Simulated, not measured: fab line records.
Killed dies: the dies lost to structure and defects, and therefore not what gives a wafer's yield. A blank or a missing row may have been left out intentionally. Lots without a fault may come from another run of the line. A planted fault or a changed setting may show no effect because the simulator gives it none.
Split-lot study / flow sfq-line / 5 lots, 23 wafers read, on a route of 325 steps

## ABOUT THE SPLIT
At SFQ_TRILAYER_I0_VIA_BARC_OPEN_VIA_ETCH_046 (etches BARC in O2, target depth 125 nm, time 41.7 s), the setting time-s was moved away from the recipe's 41.7 s on 4 of the 23 wafers read, by -14.7% to -13.0%. The other wafers ran this setting at the recipe's value.

The reading comes from the split's own step.

## THE READING
oes-product-au, in a.u., at SFQ_TRILAYER_I0_VIA_BARC_OPEN_VIA_ETCH_046 (etches BARC in O2, target depth 125 nm, time 41.7 s). On this fab line, fault-free wafers typically give 0.686 a.u. with a standard deviation of 0.0053 a.u.

wafer=L074.1; tool, chamber at the split=rie-diel-01, 0; time-s as run, s=41.7; against the recipe=recipe; oes-product-au, a.u.=0.686; against lot-mates on the recipe=-
wafer=L074.2; tool, chamber at the split=rie-diel-01, 3; time-s as run, s=35.58; against the recipe=-14.7%; oes-product-au, a.u.=0.736; against lot-mates on the recipe=+0.052
wafer=L074.3; tool, chamber at the split=rie-diel-01, 2; time-s as run, s=41.7; against the recipe=recipe; oes-product-au, a.u.=0.678; against lot-mates on the recipe=-
wafer=L074.4; tool, chamber at the split=rie-diel-01, 3; time-s as run, s=35.58; against the recipe=-14.7%; oes-product-au, a.u.=0.728; against lot-mates on the recipe=+0.044
wafer=L074.5; tool, chamber at the split=rie-diel-01, 2; time-s as run, s=41.7; against the recipe=recipe; oes-product-au, a.u.=0.687; against lot-mates on the recipe=-
wafer=L077.1; tool, chamber at the split=rie-diel-01, 1; time-s as run, s=41.7; against the recipe=recipe; oes-product-au, a.u.=0.680; against lot-mates on the recipe=-
wafer=L077.3; tool, chamber at the split=rie-diel-01, 3; time-s as run, s=41.7; against the recipe=recipe; oes-product-au, a.u.=0.683; against lot-mates on the recipe=-
wafer=L077.4; tool, chamber at the split=rie-diel-01, 0; time-s as run, s=41.7; against the recipe=recipe; oes-product-au, a.u.=0.686; against lot-mates on the recipe=-
wafer=L077.5; tool, chamber at the split=rie-diel-01, 1; time-s as run, s=41.7; against the recipe=recipe; oes-product-au, a.u.=0.683; against lot-mates on the recipe=-
wafer=L077.6; tool, chamber at the split=rie-diel-01, 0; time-s as run, s=41.7; against the recipe=recipe; oes-product-au, a.u.=0.696; against lot-mates on the recipe=-
wafer=L078.1; tool, chamber at the split=rie-diel-04, 2; time-s as run, s=41.7; against the recipe=recipe; oes-product-au, a.u.=0.692; against lot-mates on the recipe=-
wafer=L078.2; tool, chamber at the split=rie-diel-04, 3; time-s as run, s=41.7; against the recipe=recipe; oes-product-au, a.u.=0.691; against lot-mates on the recipe=-
wafer=L078.3; tool, chamber at the split=rie-diel-04, 1; time-s as run, s=36.29; against the recipe=-13.0%; oes-product-au, a.u.=0.736; against lot-mates on the recipe=+0.045
wafer=L078.5; tool, chamber at the split=rie-diel-04, 3; time-s as run, s=41.7; against the recipe=recipe; oes-product-au, a.u.=0.691; against lot-mates on the recipe=-
wafer=L078.6; tool, chamber at the split=rie-diel-04, 0; time-s as run, s=36.29; against the recipe=-13.0%; oes-product-au, a.u.=0.738; against lot-mates on the recipe=+0.047
wafer=L080.2; tool, chamber at the split=rie-diel-04, 2; time-s as run, s=41.7; against the recipe=recipe; oes-product-au, a.u.=0.692; against lot-mates on the recipe=-
wafer=L080.5; tool, chamber at the split=rie-diel-04, 1; time-s as run, s=41.7; against the recipe=recipe; oes-product-au, a.u.=0.685; against lot-mates on the recipe=-
wafer=L080.6; tool, chamber at the split=rie-diel-04, 0; time-s as run, s=41.7; against the recipe=recipe; oes-product-au, a.u.=0.690; against lot-mates on the recipe=-
wafer=L083.1; tool, chamber at the split=rie-diel-04, 1; time-s as run, s=41.7; against the recipe=recipe; oes-product-au, a.u.=0.678; against lot-mates on the recipe=-
wafer=L083.2; tool, chamber at the split=rie-diel-04, 0; time-s as run, s=41.7; against the recipe=recipe; oes-product-au, a.u.=0.691; against lot-mates on the recipe=-
wafer=L083.3; tool, chamber at the split=rie-diel-04, 2; time-s as run, s=41.7; against the recipe=recipe; oes-product-au, a.u.=0.679; against lot-mates on the recipe=-
wafer=L083.5; tool, chamber at the split=rie-diel-04, 1; time-s as run, s=41.7; against the recipe=recipe; oes-product-au, a.u.=0.682; against lot-mates on the recipe=-
wafer=L083.6; tool, chamber at the split=rie-diel-04, 0; time-s as run, s=41.7; against the recipe=recipe; oes-product-au, a.u.=0.683; against lot-mates on the recipe=-

FIT RESULTS
A straight line over all 23 wafers: oes-product-au changes by -0.00348 a.u. for each +1% of time-s; r = -0.96; the points scatter about the line by 0.0057 a.u.
The same after taking each lot's own level away (the mean of its wafers on the recipe; 23 wafers): -0.00339 a.u. for each +1%; r = -0.98; scatter 0.0042 a.u.
The reading moves by 0.05 a.u. for the largest change in time-s, on that fit.
Measured against the standard deviation above, the lots' own levels, which go from 0.6826 to 0.6913 a.u., span 1.6 times it.
So the lot-to-lot level changes the slope little: the two slopes agree.
Check: for one of the wafers moved furthest among these (-14.7%), held out of the fit, the line's prediction against its lot-mates is +0.0488 a.u. Against them it came out at +0.0523 a.u.
Tool readings at the split's step, against how far the setting was moved: oes-product-au r = -0.96.

## ADDITIONAL SPLITS CARRIED BY THESE WAFERS
These wafers also went through other splits before the reading. Each is held against what the fit with the lots' levels taken away leaves over:
other split on the same wafers=SFQ_TRILAYER_INCOMING_OXIDATION_002 temp-c; wafers away from the commonest value=15; r with oes-product-au (lot level and that fit taken away)=-0.08
other split on the same wafers=SFQ_TRILAYER_L0_LITHO_COAT_005 resist-thk-nm; wafers away from the commonest value=5; r with oes-product-au (lot level and that fit taken away)=-0.30
other split on the same wafers=SFQ_TRILAYER_L0_CAP_PECVD_011 time-s; wafers away from the commonest value=10; r with oes-product-au (lot level and that fit taken away)=+0.06
other split on the same wafers=SFQ_TRILAYER_L0_VIA_BARC_OPEN_VIA_ETCH_021 time-s; wafers away from the commonest value=5; r with oes-product-au (lot level and that fit taken away)=-0.28
other split on the same wafers=SFQ_TRILAYER_M0_LITHO_COAT_026 resist-thk-nm; wafers away from the commonest value=8; r with oes-product-au (lot level and that fit taken away)=+0.38
other split on the same wafers=SFQ_TRILAYER_M0_LITHO_PEB_024 peb-time-s; wafers away from the commonest value=6; r with oes-product-au (lot level and that fit taken away)=+0.10
other split on the same wafers=SFQ_TRILAYER_I0_VIA_LITHO_PEB_034 peb-temp-c; wafers away from the commonest value=8; r with oes-product-au (lot level and that fit taken away)=-0.22

## THE WHOLE CHAIN: every reading that the file lists as answering this split, in the file's order
step=SFQ_TRILAYER_I0_VIA_BARC_OPEN_VIA_ETCH_046; what it does=etches BARC in O2, target depth 125 nm, time 41.7 s; reading=oes-product-au; change (the file's fit)=-0.00337 a.u. for each +1% of the setting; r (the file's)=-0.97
step=SFQ_TRILAYER_I0_VIA_BARC_OPEN_VIA_ETCH_046; what it does=etches BARC in O2, target depth 125 nm, time 41.7 s; reading=KrF_of_TRILAYER_I0_VIA_LITHO_COAT_031.thk-nm (the simulator's own value, which no gauge read); change (the file's fit)=-0.625 nm for each +1% of the setting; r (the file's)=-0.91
step=SFQ_TRILAYER_I0_VIA_ETCH_VIA_ETCH_034; what it does=etches SiO2 in CHF3, stops on Nb, target depth 260 nm; reading=KrF_of_TRILAYER_I0_VIA_LITHO_COAT_031.thk-nm (the simulator's own value, which no gauge read); change (the file's fit)=-0.7 nm for each +1% of the setting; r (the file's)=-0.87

## FILE'S OWN FIT
oes-product-au changes by -0.00337 a.u. for each +1% of time-s, r = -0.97.
